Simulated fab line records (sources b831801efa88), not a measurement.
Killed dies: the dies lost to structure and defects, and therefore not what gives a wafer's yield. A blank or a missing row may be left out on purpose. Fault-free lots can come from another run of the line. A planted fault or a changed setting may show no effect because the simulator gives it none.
Matching of chambers | flow gf180mcu | GF_CONTACT_CMP_04 on cmp-02: 4 sister chambers
The step polishes SiO2. 8 wafers are shown with their chamber, then 7 later ones without.

== EACH WAFER AND ITS CHAMBER ==
wafer  | chamber | motor_current_A (A) | time_to_endpoint_s (s)
L223.2 | 0       | 12.9                | 104
L235.5 | 3       | 11.5                | 110
L235.6 | 2       | 10.2                | 108
L237.1 | 1       | 12.4                | 106
L237.3 | 2       | 10.9                | 111
L237.4 | 0       | 11.9                | 109
L239.2 | 1       | 12.8                | 108
L239.3 | 3       | 10.9                | 108

== WAFERS WITHOUT THEIR CHAMBER ==
wafer  | motor_current_A (A) | time_to_endpoint_s (s)
L239.6 | 11.4                | 105
L240.3 | 11.3                | 102
L240.4 | 12.8                | 109
L240.5 | 11.1                | 111
L241.2 | 11.7                | 104
L241.3 | 12.1                | 101
L241.4 | 11.4                | 109

== EACH ONE'S CHAMBER ==
wafer  | from the rows above               | in truth
L239.6 | can't be placed: 3 or 0 or 1 or 2 | 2
L240.3 | can't be placed: 0 or 3 or 1 or 2 | 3
L240.4 | can't be placed: 1 or 0           | 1
L240.5 | can't be placed: 3 or 2           | 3
L241.2 | can't be placed: 0 or 1 or 3 or 2 | 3
L241.3 | can't be placed: 0 or 1 or 3      | 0
L241.4 | can't be placed: 3 or 2 or 0      | 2
Correct placement for 0 of the 7. Can't be placed from these rows: 7 (the true chamber is among the candidates in 7). Wrongly placed: 0.
How it was worked out, from the rows above alone: a wafer's distance from a chamber is the root of the sum, over the readings, of the square of ((its reading less the chamber's mean) divided by the reading's scatter). If the next closest chamber is less than 2 further off than the closest, the wafer can't be placed; otherwise it belongs to the closest. For every chamber, the mean is computed from those of its wafers that are shown. The scatter: take each reading less its chamber's mean, square it, sum over the shown wafers, divide by the number of wafers less the number of chambers, and take the root.
